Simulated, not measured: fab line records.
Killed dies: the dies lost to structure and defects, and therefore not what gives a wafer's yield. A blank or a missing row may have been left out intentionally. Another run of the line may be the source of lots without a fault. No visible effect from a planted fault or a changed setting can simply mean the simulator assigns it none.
Which tool was responsible?	flow sky130	36 wafers from 12 lots sampled at 2 of the route's 708 steps

== WHAT THE GAUGES READ, wafer by wafer ==
SKY_VIA4_THK_MEAS_01.
lot	measured	on	VIA4_HDPCVD_THK (nm)
L535	day 42 03:14	film metro-01	1737 1763 1744
L537	day 42 07:16	film metro-01	1751 1759 1741
L538	day 42 14:31	film metro-03	1765 1766 1764
L541	day 43 11:00	film metro-02	1748 1763 1730
L542	day 44 00:17	film metro-01	1766 1736 1741
L547	day 45 17:40	film metro-02	1761 1768 1751
L546	day 45 20:56	film metro-02	1707 1714 1723
L548	day 46 10:48	film metro-02	1763 1736 1756
L550	day 46 13:32	film metro-01	1735 1740 1739
L554	day 47 05:31	film metro-02	1717 1731 1682
L555	day 47 05:58	film metro-02	1775 1743 1741
L557	day 47 19:37	film metro-01	1725 1743 1729

== WHAT TOOL EACH LOT RAN ON (gives the tool, then ch and the chambers of the sampled wafers, and finally the start) ==
lot	SKY_VIA3_STRIP_17
L535	wet bench-04 ch 3, day 39 23:12
L537	wet bench-04 ch 0, day 40 03:14
L538	wet bench-04 ch 2, day 40 11:12
L541	wet bench-04 ch 3, day 41 08:12
L542	wet bench-04 ch 3, day 41 23:20
L547	wet bench-04 ch 1, day 43 18:00
L546	wet bench-04 ch 2, day 43 21:18
L548	wet bench-04 ch 2, day 44 12:12
L550	wet bench-03 ch 2, day 44 14:39
L554	wet bench-02 ch 1, day 45 08:14
L555	wet bench-02 ch 1, day 45 09:14
L557	wet bench-03 ch 2, day 46 00:00
- SKY_VIA3_STRIP_17: strips in post etch residue remover, time 1200 s.

== WHAT THE TOOLS THEMSELVES READ (means of the sampled wafers that have a number; where no wafer has one, the mark that the record gives instead) ==
SKY_VIA3_STRIP_17.
lot	tool	bath heat duty pct (%)	temp c (C)
L535	wet bench-04	12.1	72.52
L537	wet bench-04	14.3	72.42
L538	wet bench-04	13.3	72.56
L541	wet bench-04	12.3	72.34
L542	wet bench-04	12.7	72.34
L547	wet bench-04	14.1	72.36
L546	wet bench-04	12.7	72.44
L548	wet bench-04	13.1	72.46
L550	wet bench-03	14.2	72.37
L554	wet bench-02	12.1	72.48
L555	wet bench-02	12.6	72.60
L557	wet bench-03	15.1	72.44

== THE ANSWER, worked out from the rows above alone ==
Rule: the usual values come from the lots themselves. Put in order of their means at a reading, lots are off if they are a third of the lots or fewer, leave a main group of 4 or more, and stand apart from it by a gap of 3 or more times the standard deviation of the main group's means; of several such gaps the widest counts. If all means in a main group match to the digits the tables above print for the reading, that group is not used. A lot without any number at a reading at which 4 lots or more have one is off too. Where the step has rows for the other lots, those lots are counted as sound. First the gauges in route order, then the tools' own readings, where a lot's mean is used as printed above. The first step at which some lot is off is used, and at that step the reading that is off furthest; a lot without a number counts as furthest.
Nothing can be told from this: no lot is off at any reading shown.

== WHAT THE SIMULATOR HAD INSERTED ==
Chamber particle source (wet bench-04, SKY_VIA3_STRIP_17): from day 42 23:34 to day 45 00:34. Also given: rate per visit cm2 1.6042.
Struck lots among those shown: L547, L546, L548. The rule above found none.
